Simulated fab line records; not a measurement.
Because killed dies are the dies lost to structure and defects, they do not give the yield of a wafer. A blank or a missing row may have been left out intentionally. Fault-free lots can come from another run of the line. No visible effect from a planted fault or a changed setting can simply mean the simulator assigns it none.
The tool behind it: which one? / flow gf180mcu / 14 lots, 42 wafers sampled, at 3 steps of a route of 602

WHAT THE GAUGES SHOWED, per wafer
GF_SALICIDE_THK_MEAS_05: measures by xrf. Usual: SALICIDE_TIN_THK gives 19.80 nm (standard deviation 0.29).
lot=L355; measured=day 14 20:21; on=filmMetro-04; SALICIDE_TIN_THK (nm)=19.76 19.47 19.73; flag=
lot=L356; measured=day 15 06:16; on=filmMetro-02; SALICIDE_TIN_THK (nm)=19.44 19.47 19.53; flag=
lot=L357; measured=day 15 23:04; on=filmMetro-04; SALICIDE_TIN_THK (nm)=20.27 19.79 19.93; flag=
lot=L358; measured=day 16 10:55; on=filmMetro-03; SALICIDE_TIN_THK (nm)=19.76 19.62 19.83; flag=
lot=L361; measured=day 17 11:22; on=filmMetro-04; SALICIDE_TIN_THK (nm)=19.66 19.66 19.77; flag=
lot=L362; measured=day 18 02:16; on=filmMetro-03; SALICIDE_TIN_THK (nm)=20.12 20.02 19.77; flag=
lot=L363; measured=day 18 02:34; on=filmMetro-02; SALICIDE_TIN_THK (nm)=20.18 20.61 19.94; flag=
lot=L364; measured=day 18 07:29; on=filmMetro-04; SALICIDE_TIN_THK (nm)=19.85 19.36 19.39; flag=
lot=L366; measured=day 19 02:10; on=filmMetro-04; SALICIDE_TIN_THK (nm)=19.78 19.50 19.52; flag=
lot=L367; measured=day 19 13:58; on=filmMetro-04; SALICIDE_TIN_THK (nm)=19.62 19.40 19.45; flag=
lot=L368; measured=day 19 22:31; on=filmMetro-02; SALICIDE_TIN_THK (nm)=19.30 19.46 19.45; flag=
lot=L369; measured=day 20 04:48; on=filmMetro-04; SALICIDE_TIN_THK (nm)=20.28 19.93 19.92; flag=
lot=L375; measured=day 22 12:13; on=filmMetro-02; SALICIDE_TIN_THK (nm)=20.18 19.72 20.37; flag=
lot=L376; measured=day 22 18:41; on=filmMetro-03; SALICIDE_TIN_THK (nm)=20.29 20.05 20.42; flag=

TOOL THAT RAN EACH LOT (tool first, then ch and the chambers of the sampled wafers, then the start)
lot=L355; GF_SALICIDE_SPUTTER_02=pvdSputter-02, day 14 20:10; GF_SALICIDE_SPUTTER_03=pvdSputter-02, day 14 20:12
lot=L356; GF_SALICIDE_SPUTTER_02=pvdSputter-03, day 15 06:05; GF_SALICIDE_SPUTTER_03=pvdSputter-03, day 15 06:07
lot=L357; GF_SALICIDE_SPUTTER_02=pvdSputter-01, day 15 22:53; GF_SALICIDE_SPUTTER_03=pvdSputter-01, day 15 22:54
lot=L358; GF_SALICIDE_SPUTTER_02=pvdSputter-02, day 16 10:44; GF_SALICIDE_SPUTTER_03=pvdSputter-02, day 16 10:46
lot=L361; GF_SALICIDE_SPUTTER_02=pvdSputter-03, day 17 11:11; GF_SALICIDE_SPUTTER_03=pvdSputter-03, day 17 11:13
lot=L362; GF_SALICIDE_SPUTTER_02=pvdSputter-01, day 18 02:05; GF_SALICIDE_SPUTTER_03=pvdSputter-01, day 18 02:07
lot=L363; GF_SALICIDE_SPUTTER_02=pvdSputter-02, day 18 02:23; GF_SALICIDE_SPUTTER_03=pvdSputter-02, day 18 02:25
lot=L364; GF_SALICIDE_SPUTTER_02=pvdSputter-02, day 18 07:19; GF_SALICIDE_SPUTTER_03=pvdSputter-02, day 18 07:20
lot=L366; GF_SALICIDE_SPUTTER_02=pvdSputter-03, day 19 02:00; GF_SALICIDE_SPUTTER_03=pvdSputter-03, day 19 02:01
lot=L367; GF_SALICIDE_SPUTTER_02=pvdSputter-03, day 19 13:47; GF_SALICIDE_SPUTTER_03=pvdSputter-03, day 19 13:49
lot=L368; GF_SALICIDE_SPUTTER_02=pvdSputter-02, day 19 22:19; GF_SALICIDE_SPUTTER_03=pvdSputter-02, day 19 22:20
lot=L369; GF_SALICIDE_SPUTTER_02=pvdSputter-02, day 20 04:38; GF_SALICIDE_SPUTTER_03=pvdSputter-02, day 20 04:40
lot=L375; GF_SALICIDE_SPUTTER_02=pvdSputter-02, day 22 12:02; GF_SALICIDE_SPUTTER_03=pvdSputter-02, day 22 12:04
lot=L376; GF_SALICIDE_SPUTTER_02=pvdSputter-01, day 22 18:31; GF_SALICIDE_SPUTTER_03=pvdSputter-01, day 22 18:32
- GF_SALICIDE_SPUTTER_02: material Co, target thk 10 nm, time 20 s.
- GF_SALICIDE_SPUTTER_03: material TiN, target thk 20 nm, time 16.7 s.

AS READ BY THE TOOLS THEMSELVES (means over the sampled wafers that have a number; for cases with no such wafer, the mark the record gives instead)
GF_SALICIDE_SPUTTER_02. Usual: 29.4 % for throttleValvePct, sd 0.86.
lot=L355; tool=pvdSputter-02; throttleValvePct (%)=29.5; flag=
lot=L356; tool=pvdSputter-03; throttleValvePct (%)=29.9; flag=
lot=L357; tool=pvdSputter-01; throttleValvePct (%)=28.5; flag=
lot=L358; tool=pvdSputter-02; throttleValvePct (%)=29.7; flag=
lot=L361; tool=pvdSputter-03; throttleValvePct (%)=29.3; flag=
lot=L362; tool=pvdSputter-01; throttleValvePct (%)=28.8; flag=
lot=L363; tool=pvdSputter-02; throttleValvePct (%)=29.2; flag=
lot=L364; tool=pvdSputter-02; throttleValvePct (%)=29.4; flag=
lot=L366; tool=pvdSputter-03; throttleValvePct (%)=29.6; flag=
lot=L367; tool=pvdSputter-03; throttleValvePct (%)=29.9; flag=
lot=L368; tool=pvdSputter-02; throttleValvePct (%)=29.3; flag=
lot=L369; tool=pvdSputter-02; throttleValvePct (%)=29.1; flag=
lot=L375; tool=pvdSputter-02; throttleValvePct (%)=29.4; flag=
lot=L376; tool=pvdSputter-01; throttleValvePct (%)=29.5; flag=

GF_SALICIDE_SPUTTER_03. Usual: 29.4 % for throttleValvePct, sd 0.85.
lot=L355; tool=pvdSputter-02; throttleValvePct (%)=29.5; flag=
lot=L356; tool=pvdSputter-03; throttleValvePct (%)=29.8; flag=
lot=L357; tool=pvdSputter-01; throttleValvePct (%)=28.4; flag=
lot=L358; tool=pvdSputter-02; throttleValvePct (%)=29.8; flag=
lot=L361; tool=pvdSputter-03; throttleValvePct (%)=29.4; flag=
lot=L362; tool=pvdSputter-01; throttleValvePct (%)=28.9; flag=
lot=L363; tool=pvdSputter-02; throttleValvePct (%)=29.2; flag=
lot=L364; tool=pvdSputter-02; throttleValvePct (%)=29.3; flag=
lot=L366; tool=pvdSputter-03; throttleValvePct (%)=29.6; flag=
lot=L367; tool=pvdSputter-03; throttleValvePct (%)=30.0; flag=
lot=L368; tool=pvdSputter-02; throttleValvePct (%)=29.2; flag=
lot=L369; tool=pvdSputter-02; throttleValvePct (%)=29.1; flag=
lot=L375; tool=pvdSputter-02; throttleValvePct (%)=29.5; flag=
lot=L376; tool=pvdSputter-01; throttleValvePct (%)=29.5; flag=

THE ANSWER, worked out from the rows above alone
Rule: a lot counts as off when the mean over its wafers that have a number is more than 3 standard deviations away from the usual mean. Also off: a lot with no number at a reading for which 4 or more lots have one. Any other lot the step has rows for is counted as sound. The gauges are gone through in route order, then the tools' own readings, and for those a lot's mean is taken as printed above. The first step at which some lot is off is used, and at that step the reading that is off furthest; a lot without a number counts as furthest.
Across all readings shown, no lot is off: no conclusion can be drawn from this.

WHAT THE SIMULATOR PUT IN
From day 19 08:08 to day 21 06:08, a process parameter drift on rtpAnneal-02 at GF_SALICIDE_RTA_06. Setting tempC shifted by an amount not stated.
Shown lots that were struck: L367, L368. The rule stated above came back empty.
